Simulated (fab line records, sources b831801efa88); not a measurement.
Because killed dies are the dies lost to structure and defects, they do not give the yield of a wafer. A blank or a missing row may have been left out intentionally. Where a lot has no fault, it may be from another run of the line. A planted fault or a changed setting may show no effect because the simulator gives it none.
Chamber matching + flow sky130 + SKY_LI_CONTACT_CMP_02 on cmp-01: 4 sister chambers
The step polishes PSG. 8 wafers are shown with their chamber, then 12 later ones without.

WAFERS PAIRED WITH THEIR CHAMBERS
| wafer  | chamber | motorCurrentA (A) | timeToEndpointS (s) |
|--------|---------|-------------------|---------------------|
| L079.4 | 2       | 12.2              | 31.4                |
| L084.6 | 3       | 14.9              | 28.9                |
| L086.3 | 3       | 14.4              | 31.1                |
| L087.1 | 0       | 13.0              | 31.9                |
| L087.6 | 1       | 13.6              | 29.6                |
| L088.1 | 2       | 13.4              | 28.9                |
| L088.3 | 1       | 13.2              | 27.1                |
| L088.4 | 0       | 12.4              | 26.9                |

WAFERS WITHOUT THEIR CHAMBER
| wafer  | motorCurrentA (A) | timeToEndpointS (s) |
|--------|-------------------|---------------------|
| L092.1 | 12.5              | 31.0                |
| L092.3 | 12.9              | 31.5                |
| L092.5 | 12.9              | 28.3                |
| L093.1 | 13.2              | 28.5                |
| L093.3 | 14.8              | 27.4                |
| L093.5 | 12.6              | 27.4                |
| L096.3 | 13.3              | 30.6                |
| L096.4 | 14.0              | 28.9                |
| L096.5 | 12.7              | 30.5                |
| L097.1 | 12.0              | 27.7                |
| L097.4 | 12.9              | 33.1                |
| L097.5 | 14.5              | 29.5                |

WHICH CHAMBER EACH WENT THROUGH
| wafer  | from the rows above               | in truth |
|--------|-----------------------------------|----------|
| L092.1 | can't be placed: 2 or 0 or 1      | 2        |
| L092.3 | can't be placed: 2 or 0 or 1      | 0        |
| L092.5 | can't be placed: 0 or 2 or 1      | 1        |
| L093.1 | can't be placed: 1 or 0 or 2      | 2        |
| L093.3 | can't be placed: 3 or 1           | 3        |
| L093.5 | can't be placed: 0 or 2 or 1      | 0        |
| L096.3 | can't be placed: 2 or 1 or 0 or 3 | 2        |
| L096.4 | can't be placed: 1 or 3 or 2 or 0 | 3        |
| L096.5 | can't be placed: 2 or 0 or 1      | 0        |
| L097.1 | can't be placed: 0 or 2 or 1      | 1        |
| L097.4 | can't be placed: 2 or 0 or 1      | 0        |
| L097.5 | can't be placed: 3 or 1           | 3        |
Correct placement for 0 of the 12. Unplaceable from these rows: 12, with the true chamber sitting among the candidates in 12. Placed wrongly: 0.
How it was worked out, from the rows above alone: a wafer's distance from a chamber is the root of the sum, over the readings, of the square of ((its reading less the chamber's mean) divided by the reading's scatter). If the next closest chamber is less than 2 further off than the closest, the wafer can't be placed; otherwise it belongs to the closest. A chamber's mean is the mean of its shown wafers. The scatter is the square root of a quotient: the sum, over the shown wafers, of each reading's squared deviation from its chamber's mean, divided by wafers minus chambers.
